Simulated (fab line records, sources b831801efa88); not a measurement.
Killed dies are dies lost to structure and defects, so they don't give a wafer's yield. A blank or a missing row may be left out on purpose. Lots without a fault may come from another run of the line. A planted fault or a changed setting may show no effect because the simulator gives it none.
A struck lot beside a sound one | flow sfq_line | 14 steps out of a route of 325
Sound: wafers L760.1, L760.2, L760.6. Struck: wafers L756.1, L756.5, L756.6. The cause comes at the end.
At each step with rows: each side's tool, then ch and its chambers, then its first start. Under that, the readings that differ: sound wafers | struck wafers | difference of the means | sigmas: that difference in standard deviations of wafers without a fault.
alike: readings whose means differ by less than 2 such deviations, and words and numbers that are the same on both sides. not compared: withheld readings, readings that some wafer has no value for, bounds like >300 that may hide the same value, and numbers for which the record gives no deviation and whose values overlap.
The two part at a step that has a row with sigmas, a row that says differs or no value, or rows on one side only. Numbers that don't overlap but have no deviation are shown without sigmas and don't part them. A reading that every wafer of one side lacks parts them only if that side has two wafers or more.

first, 6 steps without rows for these wafers: SFQ_TRILAYER_M7_LITHO_COAT_182 (resist thk 62 nm); SFQ_TRILAYER_M7_LITHO_COAT_177 (resist thk 600 nm); SFQ_TRILAYER_M7_LITHO_SOFTBAKE_181; SFQ_TRILAYER_M7_LITHO_EXPOSE_178 (exposes mask M7, target cd 500 nm); SFQ_TRILAYER_M7_LITHO_PEB_180 (peb time 60 s); SFQ_TRILAYER_M7_LITHO_DEVELOP_179 (time 60 s).
SFQ_M7_OVL_MEAS_945:
  sound on overlay-01, day 71 17:09; struck on overlay-02, day 69 23:06
  reading     | sound       | struck  | difference | sigmas
  M7_OVL (nm) | -17 -14 -17 | -1 2 -6 | +14        | +2
SFQ_TRILAYER_M7_BARC_OPEN_METAL_ETCH_229: etches BARC in O2, target depth 125 nm, time 41.7 s.
  sound on rie_metal-02 ch 0,1, day 71 17:11; struck on rie_metal-02 ch 0,1, day 69 23:08
  alike: drypump_motor_current_A, oes_product_au
  not compared: rf_hours_counter_h
SFQ_TRILAYER_M7_ETCH_METAL_ETCH_180: etches Nb in Cl2/Ar, stops on SiO2, target depth 240 nm, time 120 s.
  sound on rie_metal-02 ch 0,1, day 71 17:14; struck on rie_metal-02 ch 0,1, day 69 23:12
  alike: drypump_motor_current_A, oes_product_au
  not compared: rf_hours_counter_h
SFQ_TRILAYER_M7_STRIP_STRIP_181: strips in O2.
  sound on rie_metal-02 ch 0,1, day 71 17:22; struck on rie_metal-02 ch 0,1, day 69 23:20
  alike: drypump_motor_current_A, oes_product_au
  not compared: rf_hours_counter_h
then, 1 step without rows for these wafers: SFQ_TRILAYER_M7_STRIP_SOLV_CLEAN_182 (cleans in NMP, time 600 s).
SFQ_TRILAYER_I7_DEP_PECVD_183: deposits SiO2 from SiH4/N2O, time 111.11 s, target thk 500 nm.
  sound on pecvd-04 ch 1,2, day 71 18:08; struck on pecvd-01 ch 1,2, day 70 00:06
  reading                                             | sound             | struck            | difference | sigmas
  heater_power_w (W)                                  | 69 108 74         | 60 64 53          | -25        | -3
  rf_fwd_power_W (W)                                  | 181.3 182.8 181.6 | 256.2 256.7 256.1 | +74.4      | +99 or more
  showerhead_vpp_V (V)                                | 824 867 820       | 963 974 931       | +119       | +3
  throttle_valve_pct (%)                              | 22.5 24.5 22.2    | 25.3 25.5 25.6    | +2.4       | +3
  model.SiO2_of_TRILAYER_I7_DEP_PECVD_183.thk_nm (nm) | 495.7 496.9 501.9 | 553.2 564.5 561   | +61.4      |
  alike: chamber_pressure_Torr
SFQ_TRILAYER_I7_CMP_CMP_184: polishes SiO2.
  sound on cmp-02 ch 0,1,2, day 71 20:00; struck on cmp-01 ch 1,2, day 70 00:40
  reading                | sound       | struck      | difference | sigmas
  time_to_endpoint_s (s) | 211 213 226 | 259 267 265 | +47        | +7
  alike: motor_current_A
SFQ_I7_BOW_MEAS_946:
  sound on film_metro-01, day 71 22:00; struck on film_metro-02, day 70 03:40
  alike: I7_BOW

WHERE THEY PART
First at SFQ_M7_OVL_MEAS_945; last, within this record, at SFQ_TRILAYER_I7_CMP_CMP_184. Later steps at which nothing parts them and some readings are alike: SFQ_I7_BOW_MEAS_946.

WHY: what the simulator had put in
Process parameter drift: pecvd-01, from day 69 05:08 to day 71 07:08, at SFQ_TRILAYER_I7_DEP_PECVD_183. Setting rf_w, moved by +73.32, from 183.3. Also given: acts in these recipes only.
